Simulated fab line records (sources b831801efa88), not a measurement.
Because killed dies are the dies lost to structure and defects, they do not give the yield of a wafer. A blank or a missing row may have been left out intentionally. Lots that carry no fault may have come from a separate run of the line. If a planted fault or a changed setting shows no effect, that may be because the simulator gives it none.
Comparing a struck lot with a sound one ; flow sfq_line ; 42 out of 325 route steps
Sound: these wafers, L587.1, L587.3, L587.4. Struck: wafer L603.1 (left out: L603.4, a lot-mate that was not struck); the cause follows at the end.
At each step with rows: each side's tool, then ch and its chambers, then its first start. Under that, the readings that differ: sound wafers ; struck wafers ; difference of the means ; sigmas: that difference in standard deviations of wafers without a fault.
alike: readings whose means differ by less than 2 such deviations, and words and numbers that are the same on both sides. not compared: withheld readings, readings that some wafer has no value for, bounds like >300 that may hide the same value, and numbers for which the record gives no deviation and whose values overlap.
The two part at a step that has a row with sigmas, a row that says differs or no value, or rows on one side only. Numbers that have no deviation but don't overlap get no sigmas and don't part them. Lack of a reading on every wafer of one side parts them only where that side has two or more wafers.

first, 3 steps without rows for these wafers: SFQ_TRILAYER_I4_VIA_STRIP_STRIP_107 (strips in O2); SFQ_TRILAYER_I4_VIA_STRIP_SOLV_CLEAN_108 (cleans in NMP, time 600 s); SFQ_TRILAYER_JJ_TRILAYER_DEP_PRE_CLEAN_113 (time 22.5 s).
SFQ_TRILAYER_JJ_TRILAYER_DEP_SPUTTER_109: material Nb, target thk 150 nm, time 100 s.
  sound on pvd_sputter-04 at day 50 15:40; struck on pvd_sputter-04 at day 59 11:19
reading;sound;struck;difference;sigmas
cathode_dc_power_W (W);1999.9 2000.1 2000.3;1999.0;-1.1;-3
  alike: chamber_pressure_pa, throttle_valve_pct
then, 3 steps without rows for these wafers: SFQ_TRILAYER_JJ_TRILAYER_DEP_SPUTTER_110 (material Al, target thk 8 nm, time 10 s); SFQ_TRILAYER_JJ_TRILAYER_DEP_AL_OXIDATION_111 (oxidation time 600 s); SFQ_TRILAYER_JJ_TRILAYER_DEP_SPUTTER_112 (material Nb, target thk 170 nm, time 113.3 s).
SFQ_JJ_RS_MEAS_929: the measuring method here is four-point-probe.
  sound on film_metro-01 at day 50 16:50; struck on film_metro-03 at day 59 12:29
  alike: JJ_NB_RS
then, 3 steps without rows for these wafers: SFQ_TRILAYER_JJ_CE_LITHO_COAT_119 (resist thk 62 nm); SFQ_TRILAYER_JJ_CE_LITHO_COAT_114 (resist thk 600 nm); SFQ_TRILAYER_JJ_CE_LITHO_SOFTBAKE_118.
SFQ_TRILAYER_JJ_CE_LITHO_EXPOSE_115: exposes mask J5, target cd 700 nm.
  sound on krf_scanner-01 ch 0, day 55 20:08; struck on krf_scanner-01 ch 0, day 59 13:25
  alike: mask
then, 2 steps without rows for these wafers: SFQ_TRILAYER_JJ_CE_LITHO_PEB_117 (peb time 60 s); SFQ_TRILAYER_JJ_CE_LITHO_DEVELOP_116 (time 60 s).
SFQ_JJ_OVL_MEAS_931:
  sound on overlay-01 at day 55 21:38; struck on overlay-02 at day 59 14:55
  alike: J5_OVL
SFQ_TRILAYER_JJ_CE_METRO_MEASURE_117:
  sound on cd_sem-01 at day 55 21:40; struck on cd_sem-02 at day 59 14:58
reading;sound;struck;difference;sigmas
cd_nm (nm);697.9 697.0 698.0;692.9;-4.7;-3
SFQ_TRILAYER_JJ_CE_BARC_OPEN_RIE_150: chemistry O2, target BARC, target depth 240 nm, time 80 s.
  sound on rie_metal-04 ch 0,1, day 55 22:52; struck on rie_metal-02 ch 1, day 59 16:10
reading;sound;struck;difference;sigmas
model.JJ.cd_nm (nm);694.9 697 695.3;691.4;-4.3;
  alike: drypump_motor_current_A, oes_product_au
  not compared: rf_hours_counter_h
SFQ_TRILAYER_JJ_CE_ETCH_RIE_118: chemistry SF6, target Nb, stops on Al2O3, time 97.7 s, target depth 170 nm.
  sound on rie_metal-04 ch 0,1, day 55 22:58; struck on rie_metal-02 ch 1, day 59 16:15
reading;sound;struck;difference;sigmas
model.JJ.cd_nm (nm);695.4 696.3 696;689.1;-6.8;
  alike: drypump_motor_current_A, oes_product_au
  not compared: rf_hours_counter_h
then, 9 steps without rows for these wafers: SFQ_TRILAYER_JJ_ANODIZE_ANODIZE_119; SFQ_TRILAYER_JJ_CE_STRIP_STRIP_120 (strips in O2); SFQ_TRILAYER_JJ_CE_STRIP_SOLV_CLEAN_121 (cleans in NMP, time 600 s); SFQ_TRILAYER_M5_LITHO_COAT_128 (resist thk 62 nm); SFQ_TRILAYER_M5_LITHO_COAT_123 (resist thk 600 nm); SFQ_TRILAYER_M5_LITHO_SOFTBAKE_127; SFQ_TRILAYER_M5_LITHO_EXPOSE_124 (exposes mask M5, target cd 700 nm); SFQ_TRILAYER_M5_LITHO_PEB_126 (peb time 60 s); SFQ_TRILAYER_M5_LITHO_DEVELOP_125 (time 60 s).
-- the record jumps here: 5 days lie between the struck wafers' starts before and after --
SFQ_M5_OVL_MEAS_932:
  sound on overlay-02 at day 60 12:51; struck on overlay-02 at day 65 01:19
  alike: M5_OVL
then, 6 steps without rows for these wafers: SFQ_TRILAYER_M5_BARC_OPEN_METAL_ETCH_161 (etches BARC in O2, target depth 125 nm, time 41.7 s); SFQ_TRILAYER_M5_ETCH_METAL_ETCH_126 (etches Nb in Cl2/BCl3, stops on SiO2, time 203.2 s, target depth 265 nm); SFQ_TRILAYER_M5_STRIP_STRIP_127 (strips in O2); SFQ_TRILAYER_M5_STRIP_SOLV_CLEAN_128 (cleans in NMP, time 600 s); SFQ_TRILAYER_A5B_DEP_PECVD_129 (deposits SiO2 from SiH4/N2O, time 133.33 s, target thk 600 nm); SFQ_TRILAYER_A5B_CMP_CMP_130 (polishes, stops on Nb, target thk 340.7 nm).
SFQ_TRILAYER_A5B_METRO_MEASURE_131:
  sound on film_metro-01 at day 60 17:01; struck on film_metro-01 at day 65 05:28
  alike: thk_nm
SFQ_TRILAYER_R5_DEP_SPUTTER_132: material Ti, target thk 5 nm, time 5 s.
  sound on pvd_sputter-06 at day 60 18:13; struck on pvd_sputter-04 at day 65 06:40
  alike: cathode_dc_power_W, chamber_pressure_pa, throttle_valve_pct
SFQ_TRILAYER_R5_DEP_SPUTTER_133: material MoNx, target thk 40 nm, time 66.7 s.
  sound on pvd_sputter-06 at day 60 18:13; struck on pvd_sputter-04 at day 65 06:41
  alike: cathode_dc_power_W, chamber_pressure_pa, throttle_valve_pct
SFQ_TRILAYER_R5_DEP_SPUTTER_134: material Ti, target thk 5 nm, time 5 s.
  sound on pvd_sputter-06 at day 60 18:17; struck on pvd_sputter-04 at day 65 06:45
reading;sound;struck;difference;sigmas
chamber_pressure_pa (Pa);0.4004 0.4016 0.4005;0.3989;-0.0019;-2
  alike: cathode_dc_power_W, throttle_valve_pct
SFQ_R5_RS_MEAS_933: the measuring method here is four-point-probe.
  sound on film_metro-03 at day 60 18:18; struck on film_metro-02 at day 65 06:46
  alike: R5_MONX_RS
SFQ_R5_THK_MEAS_934: measures by xrf.
  sound on film_metro-03 at day 60 18:25; struck on film_metro-02 at day 65 06:53
  alike: R5_MONX_THK
then, 1 step without rows for these wafers: SFQ_TRILAYER_R5_LITHO_COAT_141 (resist thk 62 nm).
-- the record jumps here: 22 days lie between the struck wafers' starts before and after --
SFQ_M8_BOW_MEAS_951:
  sound on film_metro-04 at day 80 01:02; struck on film_metro-04 at day 87 14:47
reading;sound;struck;difference;sigmas
model.etest.jj.g_times;0.9899 0.9925 0.9919;0.9722;-0.0192;
  alike: M8_BOW

== WHERE THEY PART ==
Last at SFQ_TRILAYER_R5_DEP_SPUTTER_134 as far as this record goes, first at SFQ_TRILAYER_JJ_TRILAYER_DEP_SPUTTER_109. Later steps at which nothing parts them and some readings are alike: SFQ_R5_RS_MEAS_933, SFQ_R5_THK_MEAS_934, SFQ_M8_BOW_MEAS_951.

WHY: what the simulator had put in
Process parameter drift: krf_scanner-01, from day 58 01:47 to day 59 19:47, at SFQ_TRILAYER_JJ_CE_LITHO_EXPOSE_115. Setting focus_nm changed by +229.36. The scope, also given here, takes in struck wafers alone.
